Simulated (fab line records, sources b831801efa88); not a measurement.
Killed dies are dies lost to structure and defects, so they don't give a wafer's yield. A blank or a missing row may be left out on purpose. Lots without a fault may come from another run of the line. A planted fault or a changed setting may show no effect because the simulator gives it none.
Chamber matching | flow gf180mcu | GF_V4_CMP_26 on cmp-02: 4 sister chambers
The step polishes, stops on SiO2, t overpolish 15 s, target thk 0 nm. 20 wafers are shown with their chamber, then 10 later ones without.

WAFERS WITH THEIR CHAMBER
wafer  | chamber | motor_current_A (A) | time_to_endpoint_s (s) | overpolish_run_s (s)
L486.1 | 0       | 10.8                | 87                     | 14.998
L486.2 | 1       | 11.4                | 84                     | 14.988
L486.5 | 3       | 9.9                 | 78                     | 14.984
L490.1 | 0       | 10.4                | 87                     | 15.014
L490.4 | 3       | 9.5                 | 75                     | 15.010
L490.6 | 0       | 10.6                | 92                     | 15.005
L491.1 | 1       | 11.1                | 82                     | 14.992
L491.2 | 3       | 9.5                 | 74                     | 15.004
L491.6 | 2       | 11.8                | 82                     | 14.986
L492.3 | 3       | 10.1                | 77                     | 14.997
L492.4 | 1       | 11.3                | 82                     | 15.011
L492.5 | 3       | 9.8                 | 77                     | 15.011
L494.2 | 2       | 12.7                | 82                     | 15.009
L494.4 | 1       | 10.9                | 81                     | 14.991
L494.5 | 0       | 10.6                | 85                     | 15.013
L495.2 | 1       | 10.9                | 84                     | 15.007
L495.4 | 2       | 11.2                | 84                     | 15.009
L495.6 | 0       | 10.7                | 90                     | 14.995
L498.1 | 0       | 10.9                | 93                     | 14.999
L498.2 | 1       | 11.5                | 88                     | 14.996

SIGNATURES (means of the wafers above)
reading            | chamber 0 | chamber 1 | chamber 2 | chamber 3 | scatter within a chamber
motor_current_A    | 10.667    | 11.183    | 11.900    | 9.760     | 0.344
time_to_endpoint_s | 89.00     | 83.50     | 82.67     | 76.20     | 2.44
overpolish_run_s   | 15.00400  | 14.99750  | 15.00133  | 15.00120  | 0.01
Rule: a wafer's distance from a chamber is the root of the sum, over the readings, of the square of ((its reading less the chamber's mean) divided by the reading's scatter). The wafer belongs to the nearest chamber; if the next one is less than 2 further off, it can't be placed. The scatter: the root of (the sum of the squares of (reading less its chamber's mean) over the shown wafers, divided by (wafers less chambers)).

WAFERS WITHOUT THEIR CHAMBER
wafer  | motor_current_A (A) | time_to_endpoint_s (s) | overpolish_run_s (s)
L498.3 | 12.1                | 88                     | 14.985
L499.3 | 10.1                | 90                     | 14.989
L499.4 | 11.0                | 89                     | 14.987
L499.5 | 12.6                | 86                     | 14.998
L501.2 | 9.8                 | 78                     | 14.996
L501.5 | 9.7                 | 78                     | 14.998
L501.6 | 12.0                | 91                     | 14.992
L506.1 | 11.6                | 87                     | 15.011
L506.4 | 10.5                | 93                     | 15.001
L506.6 | 12.5                | 90                     | 15.004

WHICH CHAMBER EACH WENT THROUGH
wafer  | from the rows above          | in truth
L498.3 | can't be placed: 2 or 1 or 0 | 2
L499.3 | can't be placed: 0 or 1      | 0
L499.4 | can't be placed: 0 or 1      | 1
L499.5 | can't be placed: 2 or 1      | 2
L501.2 | 3                            | 3
L501.5 | 3                            | 3
L501.6 | can't be placed: 2 or 1 or 0 | 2
L506.1 | can't be placed: 2 or 1 or 0 | 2
L506.4 | 0                            | 0
L506.6 | can't be placed: 2 or 1 or 0 | 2
Placed correctly: 3 of 10. Can't be placed from these rows: 7 (the true chamber is among the candidates in 7). Placed wrongly: 0.
